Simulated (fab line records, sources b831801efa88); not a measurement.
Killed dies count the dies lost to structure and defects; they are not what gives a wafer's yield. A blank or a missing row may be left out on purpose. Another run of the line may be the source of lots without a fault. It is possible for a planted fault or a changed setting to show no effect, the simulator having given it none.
fab line records ; flow sky130
record lots=5; wafers=15; last_day=50
route steps=708 shown LDD_N@247 LDD_P@255 LDD_HVN@267 LDD_HVP@278 PAD_OPEN@708
lots that met no fault: taken from a fault-free run of the same line
start_h: the number of hours between the record's first day and the start of the first shown wafer of the lot ; wait_h: time in hours since the lot's previous step ; " as in the row above ; L1.1+2: a row that stands for several wafers ; - no value, or no start was given ; * or withheld: withheld ; < > ~ a bound
route shown NAME@n: NAME is a module with steps in the file, n the number in the route of the first one ; usual: mean/standard deviation of fault-free wafers ; same: alike in all rows ; chamber/n: place in a boat ; sites: readings site by site ; _std_site: how widely they spread, as a standard deviation ; _edge_site: mean of outer sites minus mean of inner sites ; radius_mm: how far each site lies from the wafer's centre ; mask NAME#n: copy n ; behind: the last tool/chamber to shape the wafer ; hold: why the lot was held/for how many hours/how that ended ; device: which transistor (n, p or np) failed to switch ; end of line: the tests these same wafers got at the end of their route ; for a step that has no rows: nothing shown but its recipe ; killed: the dies lost at the first sort to structure and to defects; this is not the yield of the wafer ; map: per-die view of a wafer (x killed, . not killed, _ where there is no die)
set.NAME: the run value of the setting; set.NAME@STEP: its run value at that earlier step ; model.NAME: the simulator's own value behind a step, which no gauge read
a table for each step, a row for each wafer; lots at some steps of the route
services: when a tool's chamber went out of use (start_h, in hours from the record's first day, below 0 if earlier), for how many hours, and the reason
## steps
# step SKY_LDD_N_IMPLANT_10
# recipe species=As; energy_kev=20; dose_cm2=7.5e+13; tilt_deg=withheld; rotation_deg=203
# step SKY_LDD_N_IMPLANT_11
# recipe species=As; energy_kev=20; dose_cm2=7.5e+13; tilt_deg=withheld; rotation_deg=293
# step SKY_LDD_N_IMPLANT_12
# recipe species=BF2; energy_kev=50; dose_cm2=5e+12; tilt_deg=30; rotation_deg=0
# step SKY_LDD_N_IMPLANT_13
# recipe species=BF2; energy_kev=50; dose_cm2=5e+12; tilt_deg=30; rotation_deg=90
# step SKY_LDD_N_IMPLANT_14
# recipe species=BF2; energy_kev=50; dose_cm2=5e+12; tilt_deg=30; rotation_deg=180
# step SKY_LDD_N_IMPLANT_15
# recipe species=BF2; energy_kev=50; dose_cm2=5e+12; tilt_deg=30; rotation_deg=270
# step SKY_LDD_N_STRIP_16
# recipe chemistry=O2/N2; power_w=1400; pressure_mtorr=1500; platen_temp_c=withheld; o2_flow_sccm=3000; n2_flow_sccm=300; overash_fraction=0.5
# usual drypump_motor_current_A=5.74/0.26; n2_flow_sccm=300.1/0.94; oes_product_au=0.406/0.005; strip_time_to_endpoint_s=4.306/0.015
lot.wafer;tool;chamber;start_h;wait_h;drypump_motor_current_A;n2_flow_sccm;oes_product_au;rf_hours_counter_h;strip_time_to_endpoint_s
L227.1;plasma_asher-04;1;436.51;0.1;5.93;298.7;0.407;72;4.298
L227.5;plasma_asher-04;0;436.51;0.1;5.58;299.6;0.398;-;4.287
L227.6;plasma_asher-04;1;436.51;0.1;5.93;298.5;0.413;-;4.306
L232.1;plasma_asher-04;0;484.34;0.1;5.52;300.5;0.398;77;4.283
L232.2;plasma_asher-04;1;484.34;0.1;5.95;300.5;0.411;77;4.288
L232.5;plasma_asher-04;1;484.34;0.1;5.94;299.5;0.408;-;4.304
L238.2;plasma_asher-04;1;546.64;0.1;5.92;299.9;0.406;84;4.307
L238.4;plasma_asher-04;0;546.64;0.1;5.55;301.3;0.411;-;4.328
L238.5;plasma_asher-04;1;546.64;0.1;5.95;299.7;0.410;-;4.297
L239.1;plasma_asher-01;0;547.54;0.1;5.78;299.9;0.407;44;4.308
L239.2;plasma_asher-01;1;547.54;0.1;5.29;301.0;0.399;44;4.306
L239.6;plasma_asher-01;1;547.54;0.1;5.30;301.9;0.399;-;4.323
L246.1;plasma_asher-03;1;615.41;0.1;5.70;300.0;0.404;19;4.292
L246.4;plasma_asher-03;0;615.41;0.1;6.08;299.8;0.410;-;4.304
L246.6;plasma_asher-03;0;615.41;0.1;6.06;300.9;0.408;-;4.292
# step SKY_LDD_N_TW_MEAS_17
# usual LDD_N_TW=2594/21
lot.wafer;tool;chamber;start_h;wait_h;LDD_N_TW
L227.1;film_metro-02;-;436.61;0.1;2622
L227.5;film_metro-02;-;436.61;0.1;2605
L227.6;film_metro-02;-;436.61;0.1;2624
L232.1;film_metro-03;-;484.44;0.1;2567
L232.2;film_metro-03;-;484.44;0.1;2581
L232.5;film_metro-03;-;484.44;0.1;2555
L238.2;film_metro-02;-;546.75;0.1;2604
L238.4;film_metro-02;-;546.75;0.1;2618
L238.5;film_metro-02;-;546.75;0.1;2610
L239.1;film_metro-04;-;547.64;0.1;2568
L239.2;film_metro-04;-;547.64;0.1;2589
L239.6;film_metro-04;-;547.64;0.1;2570
L246.1;film_metro-02;-;615.51;0.1;2616
L246.4;film_metro-02;-;615.51;0.1;2605
L246.6;film_metro-02;-;615.51;0.1;2619
# step SKY_LDD_P_DEHYDRATE_00
# recipe temp_c=200; time_s=60
# step SKY_LDD_P_HMDS_01
# recipe prime_time_s=60; prime_temp_c=120
# step SKY_LDD_P_COAT_02
# recipe resist=NOVOLAK; spin_rpm=3000; resist_thk_nm=1140
# step SKY_LDD_P_SOFTBAKE_03
# recipe temp_c=90; time_s=60; resist=NOVOLAK
# step SKY_LDD_P_EXPOSE_04
# recipe mask_id=PSDM; na=0.6; source_shape=conventional; sigma_outer=0.6; polarization=unpolarized; target_cd_nm=380; dose_mj=138
# same na=0.6
lot.wafer;tool;chamber;start_h;wait_h;mask
L227.1+5+6;iline_stepper-01;0;452.53;-;PSDM#0
L232.1+2+5;iline_stepper-02;0;499.48;-;PSDM#0
L238.2+4+5;iline_stepper-02;0;561.74;-;HVNTM#0
L239.1+2+6;iline_stepper-02;0;562.51;-;PSDM#0
L246.1+4+6;iline_stepper-02;0;630.43;-;PSDM#0
# step SKY_LDD_P_PEB_05
# recipe temp_c=withheld; time_s=*; resist=NOVOLAK
# step SKY_LDD_P_DEVELOP_06
# recipe resist=NOVOLAK; developer=TMAH; develop_time_s=60; dev_temp_c=23
# step SKY_LDD_P_CD_MEAS_07
# recipe target_cd_nm=380
# usual cd_nm=380.0/2.3
lot.wafer;tool;chamber;start_h;wait_h;cd_nm
L227.1;cd_sem-01;-;466.78;0.1;377.8
L227.5;cd_sem-01;-;466.78;0.1;379.9
L227.6;cd_sem-01;-;466.78;0.1;379.3
L232.1;cd_sem-01;-;514.63;0.1;379.2
L232.2;cd_sem-01;-;514.63;0.1;380.0
L232.5;cd_sem-01;-;514.63;0.1;381.9
L238.2;cd_sem-02;-;576.67;0.1;-
L238.4;cd_sem-02;-;576.67;0.1;-
L238.5;cd_sem-02;-;576.67;0.1;-
L239.1;cd_sem-02;-;577.41;0.1;373.9
L239.2;cd_sem-02;-;577.41;0.1;374.5
L239.6;cd_sem-02;-;577.41;0.1;374.3
L246.1;cd_sem-02;-;644.33;0.1;382.9
L246.4;cd_sem-02;-;644.33;0.1;381.3
L246.6;cd_sem-02;-;644.33;0.1;382.0
# step SKY_LDD_P_OVL_MEAS_08
# usual LDD_P_OVL=0.0/1.5
lot.wafer;tool;chamber;start_h;wait_h;LDD_P_OVL[nm]
L227.1;overlay-02;-;466.90;0.1;0.9
L227.5;overlay-02;-;466.90;0.1;-1.5
L227.6;overlay-02;-;466.90;0.1;1.5
L232.1;overlay-01;-;514.75;0.1;-1.7
L232.2;overlay-01;-;514.75;0.1;-2.1
L232.5;overlay-01;-;514.75;0.1;-1.4
L238.2;overlay-01;-;576.78;0.1;-
L238.4;overlay-01;-;576.78;0.1;-
L238.5;overlay-01;-;576.78;0.1;-
L239.1;overlay-02;-;577.53;0.1;0.1
L239.2;overlay-02;-;577.53;0.1;1.3
L239.6;overlay-02;-;577.53;0.1;1.8
L246.1;overlay-02;-;644.45;0.1;2.5
L246.4;overlay-02;-;644.45;0.1;0.5
L246.6;overlay-02;-;644.45;0.1;0.6
# step SKY_LDD_P_IMPLANT_09
# recipe species=BF2; energy_kev=25; dose_cm2=1e+13; tilt_deg=withheld
# step SKY_LDD_P_STRIP_10
# recipe chemistry=O2/N2; power_w=1400; pressure_mtorr=1500; platen_temp_c=withheld; o2_flow_sccm=3000; n2_flow_sccm=300; overash_fraction=0.5
# usual drypump_motor_current_A=5.79/0.25; n2_flow_sccm=300.0/0.94; oes_product_au=0.715/0.0047; strip_time_to_endpoint_s=14.15/0.032
lot.wafer;tool;chamber;start_h;wait_h;drypump_motor_current_A;n2_flow_sccm;oes_product_au;rf_hours_counter_h;strip_time_to_endpoint_s
L227.1;plasma_asher-02;0;467.08;0.1;6.13;299.7;0.707;64;14.14
L227.5;plasma_asher-02;1;467.08;0.1;5.46;299.4;0.716;-;14.12
L227.6;plasma_asher-02;0;467.08;0.1;6.15;298.7;0.714;-;14.13
L232.1;plasma_asher-02;0;514.93;0.1;6.12;300.5;0.720;68;14.21
L232.2;plasma_asher-02;1;514.93;0.1;5.48;299.9;0.713;68;14.14
L232.5;plasma_asher-02;1;514.93;0.1;5.49;301.0;0.726;-;14.16
L238.2;plasma_asher-04;1;576.96;0.1;5.95;299.2;0.715;87;14.13
L238.4;plasma_asher-04;1;576.96;0.1;5.93;300.4;0.709;-;14.15
L238.5;plasma_asher-04;1;576.96;0.1;5.94;299.9;0.726;-;14.10
L239.1;plasma_asher-04;1;577.72;0.1;5.94;300.9;0.714;87;14.19
L239.2;plasma_asher-04;0;577.72;0.1;5.54;299.3;0.712;87;14.20
L239.6;plasma_asher-04;0;577.72;0.1;5.57;298.3;0.714;-;14.17
L246.1;plasma_asher-04;0;644.63;0.1;5.51;298.1;0.717;93;14.23
L246.4;plasma_asher-04;0;644.63;0.1;5.55;300.0;0.716;-;14.20
L246.6;plasma_asher-04;1;644.63;0.1;5.94;299.3;0.724;-;14.20
# step SKY_LDD_P_TW_MEAS_11
# usual LDD_P_TW=641/7.8
lot.wafer;tool;chamber;start_h;wait_h;LDD_P_TW
L227.1;film_metro-04;-;467.18;0.1;635
L227.5;film_metro-04;-;467.18;0.1;636
L227.6;film_metro-04;-;467.18;0.1;633
L232.1;film_metro-01;-;515.03;0.1;656
L232.2;film_metro-01;-;515.03;0.1;650
L232.5;film_metro-01;-;515.03;0.1;649
L238.2;film_metro-04;-;577.07;0.1;30
L238.4;film_metro-04;-;577.07;0.1;30
L238.5;film_metro-04;-;577.07;0.1;30
L239.1;film_metro-04;-;577.82;0.1;636
L239.2;film_metro-04;-;577.82;0.1;637
L239.6;film_metro-04;-;577.82;0.1;636
L246.1;film_metro-01;-;644.73;0.1;645
L246.4;film_metro-01;-;644.73;0.1;648
L246.6;film_metro-01;-;644.73;0.1;650
# step SKY_LDD_HVN_DEHYDRATE_00
# recipe temp_c=200; time_s=60
# step SKY_LDD_HVN_HMDS_01
# recipe prime_time_s=60; prime_temp_c=120
# step SKY_LDD_HVN_COAT_02
# recipe resist=NOVOLAK; spin_rpm=3000; resist_thk_nm=300
# step SKY_LDD_HVN_SOFTBAKE_03
# recipe temp_c=90; time_s=60; resist=NOVOLAK
# step SKY_LDD_HVN_EXPOSE_04
# recipe mask_id=HVNTM; na=0.6; source_shape=conventional; sigma_outer=0.6; polarization=unpolarized; target_cd_nm=700; dose_mj=127
# step SKY_LDD_HVN_PEB_05
# recipe temp_c=withheld; time_s=*; resist=NOVOLAK
# step SKY_LDD_HVN_DEVELOP_06
# recipe resist=NOVOLAK; developer=TMAH; develop_time_s=60; dev_temp_c=23
# step SKY_LDD_HVN_OVL_MEAS_07
# usual LDD_HVN_OVL=0.5/1.1
lot.wafer;tool;chamber;start_h;wait_h;LDD_HVN_OVL[nm]
L227.1;overlay-02;-;497.55;0.1;0.7
L227.5;overlay-02;-;497.55;0.1;0.2
L227.6;overlay-02;-;497.55;0.1;-0.9
L232.1;overlay-02;-;545.43;0.1;-0.8
L232.2;overlay-02;-;545.43;0.1;-0.4
L232.5;overlay-02;-;545.43;0.1;0.4
L238.2;overlay-01;-;606.63;0.1;2.1
L238.4;overlay-01;-;606.63;0.1;-0.2
L238.5;overlay-01;-;606.63;0.1;0.5
L239.1;overlay-02;-;607.51;0.1;2.6
L239.2;overlay-02;-;607.51;0.1;3.4
L239.6;overlay-02;-;607.51;0.1;2.3
L246.1;overlay-02;-;673.13;0.1;-0.3
L246.4;overlay-02;-;673.13;0.1;-0.9
L246.6;overlay-02;-;673.13;0.1;-0.4
# step SKY_LDD_HVN_IMPLANT_08
# recipe species=P; energy_kev=60; dose_cm2=3e+13; tilt_deg=40
# step SKY_LDD_HVN_STRIP_09
# recipe chemistry=O2/N2; power_w=1400; pressure_mtorr=1500; platen_temp_c=withheld; o2_flow_sccm=3000; n2_flow_sccm=300; overash_fraction=0.5
# usual drypump_motor_current_A=5.67/0.29; n2_flow_sccm=300.1/0.92; oes_product_au=0.408/0.0052; strip_time_to_endpoint_s=4.129/0.013
lot.wafer;tool;chamber;start_h;wait_h;drypump_motor_current_A;n2_flow_sccm;oes_product_au;rf_hours_counter_h;strip_time_to_endpoint_s
L227.1;plasma_asher-01;0;497.74;0.1;5.77;302.4;0.406;39;4.142
L227.5;plasma_asher-01;1;497.74;0.1;5.32;300.5;0.404;-;4.148
L227.6;plasma_asher-01;0;497.74;0.1;5.76;302.2;0.416;-;4.127
L232.1;plasma_asher-03;0;545.61;0.1;6.08;299.0;0.406;12;4.142
L232.2;plasma_asher-03;1;545.61;0.1;5.67;301.0;0.412;12;4.114
L232.5;plasma_asher-03;1;545.61;0.1;5.69;300.3;0.409;-;4.136
L238.2;plasma_asher-01;0;606.81;0.1;5.75;299.2;0.412;50;4.115
L238.4;plasma_asher-01;1;606.81;0.1;5.31;299.5;0.407;-;4.134
L238.5;plasma_asher-01;1;606.81;0.1;5.29;298.8;0.407;-;4.129
L239.1;plasma_asher-01;0;607.70;0.1;5.77;300.8;0.407;50;4.125
L239.2;plasma_asher-01;1;607.70;0.1;5.32;299.1;0.411;50;4.141
L239.6;plasma_asher-01;1;607.70;0.1;5.27;298.8;0.414;-;4.117
L246.1;plasma_asher-01;1;673.31;0.1;5.30;299.3;0.414;57;4.132
L246.4;plasma_asher-01;0;673.31;0.1;5.77;301.1;0.398;-;4.122
L246.6;plasma_asher-01;0;673.31;0.1;5.77;300.4;0.414;-;4.143
# step SKY_LDD_HVN_TW_MEAS_10
# usual LDD_HVN_TW=1456/13
lot.wafer;tool;chamber;start_h;wait_h;LDD_HVN_TW
L227.1;film_metro-04;-;497.84;0.1;1433
L227.5;film_metro-04;-;497.84;0.1;1436
L227.6;film_metro-04;-;497.84;0.1;1432
L232.1;film_metro-04;-;545.71;0.1;1425
L232.2;film_metro-04;-;545.71;0.1;1435
L232.5;film_metro-04;-;545.71;0.1;1436
L238.2;film_metro-01;-;606.93;0.1;1495
L238.4;film_metro-01;-;606.93;0.1;1503
L238.5;film_metro-01;-;606.93;0.1;1504
L239.1;film_metro-01;-;607.80;0.1;1461
L239.2;film_metro-01;-;607.80;0.1;1462
L239.6;film_metro-01;-;607.80;0.1;1462
L246.1;film_metro-01;-;673.41;0.1;1469
L246.4;film_metro-01;-;673.41;0.1;1463
L246.6;film_metro-01;-;673.41;0.1;1467
# step SKY_LDD_HVP_DEHYDRATE_00
# recipe temp_c=200; time_s=60
# step SKY_PAD_OPEN_PROBE_99
# usual killed_at_M0_to_M3=42/6.6; killed_at_M4_up=3.1/1.9; killed_at_contacts=24/5.6; killed_at_front_end=15/4.8; killed_at_other=0.3/0.48; killed_dies=84/10; killed_on_rim=16/3.9; killed_open=47/6.8; killed_short=37/6.8
# same gross_dies=492; killed_at_back_side=0
lot.wafer;tool;chamber;start_h;wait_h;killed_at_M0_to_M3;killed_at_M4_up;killed_at_contacts;killed_at_front_end;killed_at_other;killed_dies;killed_on_rim;killed_open;killed_short
L238.2;prober-02;-;1168.17;0.1;49;4;22;417;0;492;96;42;39
L238.4;prober-02;-;1168.27;0.2;37;3;15;437;0;492;96;43;30
L238.5;prober-02;-;1168.32;0.2;50;4;23;414;1;492;96;56;39
L239.1;prober-01;-;1168.49;0.1;49;3;27;12;0;91;17;56;35
L239.2;prober-01;-;1168.54;0.1;40;1;38;12;0;91;16;49;42
L239.6;prober-01;-;1168.74;0.2;37;2;30;11;0;80;23;43;37
# killed by level:class
L238.2 LDD_P:area_expose=411 CONTACT:geometric_particle:open=11 VIA1:geometric_particle:open=10 VIA1:geometric_particle:short=8 METAL2:geometric_particle:short=6 VIA2:geometric_particle:open=6 VIA3:geometric_particle:short=6 CONTACT:geometric_particle:short=5
L238.4 LDD_P:area_expose=419 VIA1:geometric_particle:open=12 FIELD_ISO:geometric_particle:short=5 METAL2:geometric_particle:short=5 VIA3:geometric_particle:open=5 LI_CONTACT:geometric_particle:open=4 CONTACT:geometric_particle:open=4 VIA2:geometric_particle:open=4
L238.5 LDD_P:area_expose=397 VIA1:geometric_particle:open=13 VIA3:geometric_particle:open=13 LI_CONTACT:geometric_particle:open=8 CONTACT:geometric_particle:open=5 VIA1:geometric_particle:short=5 VIA3:geometric_particle:short=5 FIELD_ISO:geometric_particle:short=4
L239.1 VIA1:geometric_particle:open=16 CONTACT:geometric_particle:open=14 VIA3:geometric_particle:open=7 CONTACT:geometric_particle:short=6 METAL1:geometric_particle:short=6 VIA2:geometric_particle:open=6 LI_CONTACT:geometric_particle:open=4 POLY_GATE:geometric_particle:open=3
L239.2 CONTACT:geometric_particle:open=15 VIA1:geometric_particle:open=13 LI_CONTACT:geometric_particle:open=9 CONTACT:geometric_particle:short=6 METAL2:geometric_particle:short=6 LOCAL_INTERCONNECT:geometric_particle:short=5 VIA2:geometric_particle:open=5 SPACER:geometric_particle:short=4
L239.6 CONTACT:geometric_particle:open=12 VIA1:geometric_particle:open=10 LI_CONTACT:geometric_particle:open=9 METAL2:geometric_particle:short=6 LOCAL_INTERCONNECT:geometric_particle:short=5 METAL1:geometric_particle:short=4 VIA1:geometric_particle:short=4 POLY_GATE:geometric_particle:short=3
# map L238.2 (x killed, . not)
__________xxxxxxxxxx_________
________xxxxxxxxxxxxxx_______
______xxxxxxxxxxxxxxxxxx_____
_____xxxxxxxxxxxxxxxxxxxx____
____xxxxxxxxxxxxxxxxxxxxxx___
___xxxxxxxxxxxxxxxxxxxxxxxx__
__xxxxxxxxxxxxxxxxxxxxxxxxxx_
_xxxxxxxxxxxxxxxxxxxxxxxxxxxx
_xxxxxxxxxxxxxxxxxxxxxxxxxxxx
_xxxxxxxxxxxxxxxxxxxxxxxxxxxx
_xxxxxxxxxxxxxxxxxxxxxxxxxxxx
_xxxxxxxxxxxxxxxxxxxxxxxxxxxx
_xxxxxxxxxxxxxxxxxxxxxxxxxxxx
_xxxxxxxxxxxxxxxxxxxxxxxxxxxx
_xxxxxxxxxxxxxxxxxxxxxxxxxxxx
__xxxxxxxxxxxxxxxxxxxxxxxxxx_
___xxxxxxxxxxxxxxxxxxxxxxxx__
____xxxxxxxxxxxxxxxxxxxxxx___
_____xxxxxxxxxxxxxxxxxxxx____
______xxxxxxxxxxxxxxxxxx_____
________xxxxxxxxxxxxxx_______
__________xxxxxxxxxx_________
# map L232.5 (x killed, . not)
__________.........._________
________.x....x..x...._______
______.x...........x..x._____
_____x.....x..........xx.____
____.x...........x.x.x.x..___
___....x..x...xxx.........x__
__..........xx...x...x......_
_x........x.....x..x......x..
_...x..x......x..x.x.........
_.......xxx..x...xx..........
_..xx........x..x.x...x......
_.....x.x...x.x......x....x..
_.x....x..........x...x....xx
_.x.....x......x............x
_...........x.x..............
__.....x..x.x..x............_
___xx.x.xxxxxx.........x.x.__
____x..........x.........x___
_____..x..xx..x..x.....x.____
______..x..............._____
________.............._______
__________x.....x..._________
## services
tool;chamber;start_h;hours;kind
plasma_asher-03;-;421.25;9.0;pm
plasma_asher-03;0;421.25;9.0;vent_cycle
plasma_asher-03;1;421.25;9.0;vent_cycle
plasma_asher-03;0;430.25;-;clean
plasma_asher-03;1;430.25;-;clean
plasma_asher-02;-;441.23;12.9;repair
iline_stepper-02;-;457.86;1.7;pm
plasma_asher-02;-;492.32;2.8;pm
plasma_asher-01;-;524.41;2.6;repair
iline_stepper-01;-;560.52;1.7;pm
plasma_asher-01;-;640.54;2.8;pm
plasma_asher-02;-;646.47;9.9;repair
plasma_asher-02;-;661.93;15.6;pm
## key
first_sign step=SKY_LDD_P_EXPOSE_04; reading=mask; direction=changed
effect step=SKY_LDD_P_CD_MEAS_07; reading=cd_nm; direction=missing
effect step=SKY_LDD_P_OVL_MEAS_08; reading=LDD_P_OVL; direction=missing
effect step=SKY_LDD_P_TW_MEAS_11; reading=LDD_P_TW; direction=down; sigmas=78; usual=641; struck=30
effect step=SKY_LDD_HVN_TW_MEAS_10; reading=LDD_HVN_TW; direction=up; sigmas=3.4; usual=1456; struck=1501
effect step=SKY_PAD_OPEN_PROBE_99; reading=killed_at_front_end; direction=up; sigmas=85; usual=15; struck=423
more_kills_born_at SKY_LDD_P_EXPOSE_04@iline_stepper-02=1227
met_at SKY_LDD_P_EXPOSE_04
struck_wafers L238.2,L238.4,L238.5
tester_left_out L238
onset_between 499.48 561.74
fault kind=wrong_mask; tool=any; chamber=-; onset_h=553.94; steps=SKY_LDD_P_EXPOSE_04; aux_copy=HVNTM#0; scope=struck_lots_only
# tester_left_out: of these lots the tester's yield and bins aren't shown, on N5 and GAA mostly nor the transistor test; their killed dies are dies lost to structure and defects alone, not to doping, threshold or leakage, so they don't give the yield
